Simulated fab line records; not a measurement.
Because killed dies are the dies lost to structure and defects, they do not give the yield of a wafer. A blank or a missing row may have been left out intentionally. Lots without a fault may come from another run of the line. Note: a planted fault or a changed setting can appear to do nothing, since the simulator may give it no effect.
The tool behind it: which one? ; flow sky130 ; 12 lots, 36 wafers sampled, at 4 steps of a route of 708

WHAT EACH GAUGE READ, for each wafer
SKY_METAL1_RS_MEAS_05: the measuring method here is four-point-probe. Usual: METAL1_ALCU_RS typically reads 0.1274 ohm/sq, with standard deviation 0.0012.
lot;measured;on;METAL1_ALCU_RS (ohm/sq);flag
L859;day 30 22:54;film_metro-02;0.1287 0.1290 0.1272;
L860;day 31 20:21;film_metro-01;0.1264 0.1268 0.1266;
L861;day 31 22:14;film_metro-02;0.1286 0.1280 0.1275;
L867;day 34 05:16;film_metro-01;0.1265 0.1279 0.1266;
L868;day 34 14:25;film_metro-01;0.1282 0.1273 0.1283;
L875;day 37 06:17;film_metro-01;0.1255 0.1253 0.1247;
L876;day 37 10:00;film_metro-04;0.1281 0.1267 0.1267;
L874;day 37 13:31;film_metro-02;0.1264 0.1259 0.1265;
L878;day 37 16:45;film_metro-02;0.1278 0.1288 0.1275;
L880;day 38 21:58;film_metro-01;0.1296 0.1280 0.1275;
L882;day 38 22:10;film_metro-02;0.1286 0.1286 0.1294;
L881;day 39 02:55;film_metro-04;0.1271 0.1282 0.1264;

EACH LOT AND THE TOOL THAT RAN IT (in order: tool; ch and the chambers of the sampled wafers; start)
lot;SKY_CONTACT_ETCH_17;SKY_CONTACT_CMP_27;SKY_METAL1_SPUTTER_01
L859;rie_diel-04 ch 0,1,3, day 30 21:25;cmp-02 ch 0,1, day 30 22:28;pvd_sputter-04, day 30 22:47
L860;rie_diel-04 ch 1,3, day 31 18:52;cmp-02 ch 0,1,3, day 31 19:59;pvd_sputter-02, day 31 20:13
L861;rie_diel-03 ch 1,2, day 31 20:46;cmp-02 ch 1,2, day 31 21:50;pvd_sputter-04, day 31 22:07
L867;rie_diel-03 ch 0,1,2, day 34 03:47;cmp-02 ch 0,2, day 34 04:52;pvd_sputter-01, day 34 05:08
L868;rie_diel-03 ch 0,1,3, day 34 12:55;cmp-02 ch 0,1,3, day 34 13:59;pvd_sputter-01, day 34 14:16
L875;rie_diel-01 ch 0,2, day 37 04:32;cmp-02 ch 2,3, day 37 05:50;pvd_sputter-02, day 37 06:10
L876;rie_diel-04 ch 0,1,3, day 37 08:25;cmp-02 ch 0,1,3, day 37 09:32;pvd_sputter-04, day 37 09:52
L874;rie_diel-04 ch 0,1,2, day 37 11:59;cmp-02 ch 0,1, day 37 13:07;pvd_sputter-02, day 37 13:23
L878;rie_diel-04 ch 0,1, day 37 15:13;cmp-01 ch 2,3, day 37 16:15;pvd_sputter-04, day 37 16:34
L880;rie_diel-01 ch 0,2,3, day 38 20:26;cmp-01 ch 0,2,3, day 38 21:31;pvd_sputter-02, day 38 21:50
L882;rie_diel-03 ch 1,3, day 38 20:34;cmp-02 ch 0,1,2, day 38 21:45;pvd_sputter-04, day 38 22:01
L881;rie_diel-03 ch 0,1,2, day 39 01:14;cmp-01 ch 0,1,2, day 39 02:29;pvd_sputter-02, day 39 02:49
- SKY_CONTACT_ETCH_17: etches SiO2 in C4F8/O2/Ar, stops on Si3N4, target depth 340 nm.
- SKY_CONTACT_CMP_27: polishes, stops on SiO2, t overpolish 15 s, target thk 0 nm.
- SKY_METAL1_SPUTTER_01: material TiN, target thk 20 nm, time 16.7 s.

WHAT THE TOOLS THEMSELVES READ (means of the sampled wafers that have a number; where no wafer has one, the mark that the record gives instead)
SKY_CONTACT_ETCH_17. Usual: oes_product_au 0.892 a.u., standard deviation 0.0048; rf_fwd_power_W 1487 W, standard deviation 6.3.
lot;tool;oes_product_au (a.u.);rf_fwd_power_W (W);flag
L859;rie_diel-04;0.890;1483;
L860;rie_diel-04;0.890;1479;
L861;rie_diel-03;0.890;1485;
L867;rie_diel-03;0.899;1487;
L868;rie_diel-03;0.892;1486;
L875;rie_diel-01;0.894;1495;
L876;rie_diel-04;0.892;1491;
L874;rie_diel-04;0.895;1489;
L878;rie_diel-04;0.895;1487;
L880;rie_diel-01;0.885;1492;
L882;rie_diel-03;0.889;1489;
L881;rie_diel-03;0.893;1483;

SKY_CONTACT_CMP_27. Usual: motor_current_A 10.6 A, standard deviation 0.88; overpolish_run_s 15.000 s, standard deviation 0.0099; retaining_ring_pressure_frac 1.000, standard deviation 0.0049; time_to_endpoint_s 83 s, standard deviation 3.2.
lot;tool;motor_current_A (A);overpolish_run_s (s);retaining_ring_pressure_frac;time_to_endpoint_s (s);flag
L859;cmp-02;10.9;14.989;1.006;79;
L860;cmp-02;10.3;15.001;1.000;83;
L861;cmp-02;10.5;15.006;0.997;82;
L867;cmp-02;11.0;17.834;0.996;85;OFF
L868;cmp-02;10.2;17.827;1.000;88;OFF
L875;cmp-02;10.1;15.000;1.002;84;
L876;cmp-02;10.3;15.006;0.997;79;
L874;cmp-02;10.6;15.002;0.999;83;
L878;cmp-01;10.4;15.007;1.001;84;
L880;cmp-01;10.6;15.005;0.998;79;
L882;cmp-02;10.8;14.996;0.995;83;
L881;cmp-01;10.5;15.005;1.002;80;

SKY_METAL1_SPUTTER_01. Usual: chamber_pressure_pa 0.3999 Pa, standard deviation 0.00081; throttle_valve_pct 30.0 %, standard deviation 0.92.
lot;tool;chamber_pressure_pa (Pa);throttle_valve_pct (%);flag
L859;pvd_sputter-04;0.4001;30.1;
L860;pvd_sputter-02;0.3999;30.1;
L861;pvd_sputter-04;0.4003;29.6;
L867;pvd_sputter-01;0.4006;29.6;
L868;pvd_sputter-01;0.4002;29.7;
L875;pvd_sputter-02;0.4011;30.0;
L876;pvd_sputter-04;0.4002;29.5;
L874;pvd_sputter-02;0.3996;30.1;
L878;pvd_sputter-04;0.4003;29.6;
L880;pvd_sputter-02;0.4004;30.0;
L882;pvd_sputter-04;0.4003;28.8;
L881;pvd_sputter-02;0.4000;30.8;

THE ANSWER, worked out from the rows above alone
Rule: a lot counts as off when the mean over its wafers that have a number is more than 3 standard deviations away from the usual mean. A lot without any number at a reading at which 4 lots or more have one is off too. Where the step has rows for the other lots, those lots are counted as sound. Order of review: gauges by route order, followed by the tools' own readings, for which a lot's mean as printed above is used. At the first step where some lot is off, the reading lying furthest off is the one used; lots without a number count as furthest.
Off: L867, L868 (SKY_CONTACT_CMP_27, overpolish_run_s).
A tool fits if, at that step or a process step before it, it ran every lot that is off, and no sound lot after the first of them. No candidate that was tried fits.

WHAT HAD BEEN PUT IN BY THE SIMULATOR
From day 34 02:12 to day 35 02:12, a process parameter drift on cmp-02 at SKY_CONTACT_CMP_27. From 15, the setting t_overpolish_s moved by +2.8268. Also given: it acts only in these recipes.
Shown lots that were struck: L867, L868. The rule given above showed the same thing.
